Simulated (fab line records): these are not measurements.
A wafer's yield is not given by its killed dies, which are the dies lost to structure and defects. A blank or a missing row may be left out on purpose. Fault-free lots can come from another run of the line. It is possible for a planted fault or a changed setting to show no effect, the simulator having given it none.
Which tool is to blame? :: flow gf180mcu :: Sampling: 12 lots, 36 wafers, 2 of 602 route steps

== WHAT EACH GAUGE READ, for each wafer ==
GF_SALICIDE_RS_MEAS_04: measurement is done with a four-point probe. Usual: SALICIDE_TIN_RS gives 16.2 ohm/sq (standard deviation 0.35).
lot: L374
measured: day 15 02:34
on: film metro-01
SALICIDE_TIN_RS (ohm/sq): 16.0 16.5 16.5
flag: 

lot: L375
measured: day 15 12:25
on: film metro-04
SALICIDE_TIN_RS (ohm/sq): 16.9 16.6 16.6
flag: 

lot: L376
measured: day 15 21:38
on: film metro-04
SALICIDE_TIN_RS (ohm/sq): 16.6 16.5 16.6
flag: 

lot: L377
measured: day 15 23:52
on: film metro-01
SALICIDE_TIN_RS (ohm/sq): 15.8 15.8 15.5
flag: 

lot: L378
measured: day 16 15:30
on: film metro-03
SALICIDE_TIN_RS (ohm/sq): 16.2 16.5 16.4
flag: 

lot: L381
measured: day 17 14:04
on: film metro-04
SALICIDE_TIN_RS (ohm/sq): 15.9 15.9 16.1
flag: 

lot: L382
measured: day 18 00:25
on: film metro-03
SALICIDE_TIN_RS (ohm/sq): 16.0 16.5 16.0
flag: 

lot: L385
measured: day 19 07:15
on: film metro-03
SALICIDE_TIN_RS (ohm/sq): 16.8 16.2 16.7
flag: 

lot: L387
measured: day 19 22:20
on: film metro-03
SALICIDE_TIN_RS (ohm/sq): 16.4 16.0 16.0
flag: 

lot: L388
measured: day 20 05:47
on: film metro-04
SALICIDE_TIN_RS (ohm/sq): 16.3 16.3 16.5
flag: 

lot: L392
measured: day 21 14:04
on: film metro-01
SALICIDE_TIN_RS (ohm/sq): 23.6 15.5 15.6
flag: OFF

lot: L397
measured: day 23 02:14
on: film metro-04
SALICIDE_TIN_RS (ohm/sq): 16.2 16.4 16.3
flag: 

== TOOL THAT RAN EACH LOT (tool first, then ch and the chambers of the sampled wafers, then the start) ==
lot: L374
GF_SALICIDE_SPUTTER_02: pvd sputter-03, day 15 02:31

lot: L375
GF_SALICIDE_SPUTTER_02: pvd sputter-02, day 15 12:21

lot: L376
GF_SALICIDE_SPUTTER_02: pvd sputter-02, day 15 21:32

lot: L377
GF_SALICIDE_SPUTTER_02: pvd sputter-03, day 15 23:49

lot: L378
GF_SALICIDE_SPUTTER_02: pvd sputter-02, day 16 15:25

lot: L381
GF_SALICIDE_SPUTTER_02: pvd sputter-04, day 17 14:01

lot: L382
GF_SALICIDE_SPUTTER_02: pvd sputter-04, day 18 00:21

lot: L385
GF_SALICIDE_SPUTTER_02: pvd sputter-04, day 19 07:10

lot: L387
GF_SALICIDE_SPUTTER_02: pvd sputter-04, day 19 22:17

lot: L388
GF_SALICIDE_SPUTTER_02: pvd sputter-02, day 20 05:44

lot: L392
GF_SALICIDE_SPUTTER_02: pvd sputter-04, day 21 14:01

lot: L397
GF_SALICIDE_SPUTTER_02: pvd sputter-02, day 23 02:08
- GF_SALICIDE_SPUTTER_02: material Co, target thk 10 nm, time 20 s.

== AS READ BY THE TOOLS THEMSELVES (means over the sampled wafers that have a number; for cases with no such wafer, the mark the record gives instead) ==
GF_SALICIDE_SPUTTER_02. Usual: chamber pressure pa 0.4000 Pa, standard deviation 0.00079; throttle valve pct 29.7 %, standard deviation 1.2.
lot: L374
tool: pvd sputter-03
chamber pressure pa (Pa): 0.4000
throttle valve pct (%): 29.8
flag: 

lot: L375
tool: pvd sputter-02
chamber pressure pa (Pa): 0.4004
throttle valve pct (%): 30.1
flag: 

lot: L376
tool: pvd sputter-02
chamber pressure pa (Pa): 0.4007
throttle valve pct (%): 30.4
flag: 

lot: L377
tool: pvd sputter-03
chamber pressure pa (Pa): 0.4012
throttle valve pct (%): 29.8
flag: 

lot: L378
tool: pvd sputter-02
chamber pressure pa (Pa): 0.3997
throttle valve pct (%): 30.4
flag: 

lot: L381
tool: pvd sputter-04
chamber pressure pa (Pa): 0.3996
throttle valve pct (%): 29.1
flag: 

lot: L382
tool: pvd sputter-04
chamber pressure pa (Pa): 0.3997
throttle valve pct (%): 29.4
flag: 

lot: L385
tool: pvd sputter-04
chamber pressure pa (Pa): 0.4004
throttle valve pct (%): 28.3
flag: 

lot: L387
tool: pvd sputter-04
chamber pressure pa (Pa): 0.4001
throttle valve pct (%): 29.5
flag: 

lot: L388
tool: pvd sputter-02
chamber pressure pa (Pa): 0.4006
throttle valve pct (%): 30.0
flag: 

lot: L392
tool: pvd sputter-04
chamber pressure pa (Pa): 0.3998
throttle valve pct (%): 30.2
flag: 

lot: L397
tool: pvd sputter-02
chamber pressure pa (Pa): 0.4000
throttle valve pct (%): 30.3
flag: 

== THE ANSWER, worked out from the rows above alone ==
Rule: take the mean of a lot's wafers that have a number; if it is more than 3 standard deviations from the usual mean, the lot is off. A lot without any number at a reading at which 4 lots or more have one is off too. Where the step has rows for the other lots, those lots are counted as sound. Order of review: gauges by route order, followed by the tools' own readings, for which a lot's mean as printed above is used. The first step at which some lot is off is used, and at that step the reading that is off furthest; a lot without a number counts as furthest.
Off: L392, at GF_SALICIDE_RS_MEAS_04 (SALICIDE_TIN_RS).
A tool fits if, at a process step before that reading, it ran every lot that is off, and no sound lot after the first of them. The gauges at GF_SALICIDE_RS_MEAS_04 are tried like those tools. 2 tools fit, pvd sputter-04 at GF_SALICIDE_SPUTTER_02 and film metro-01 at GF_SALICIDE_RS_MEAS_04, so this cannot tell which one it is.

== WHAT THE SIMULATOR PUT IN ==
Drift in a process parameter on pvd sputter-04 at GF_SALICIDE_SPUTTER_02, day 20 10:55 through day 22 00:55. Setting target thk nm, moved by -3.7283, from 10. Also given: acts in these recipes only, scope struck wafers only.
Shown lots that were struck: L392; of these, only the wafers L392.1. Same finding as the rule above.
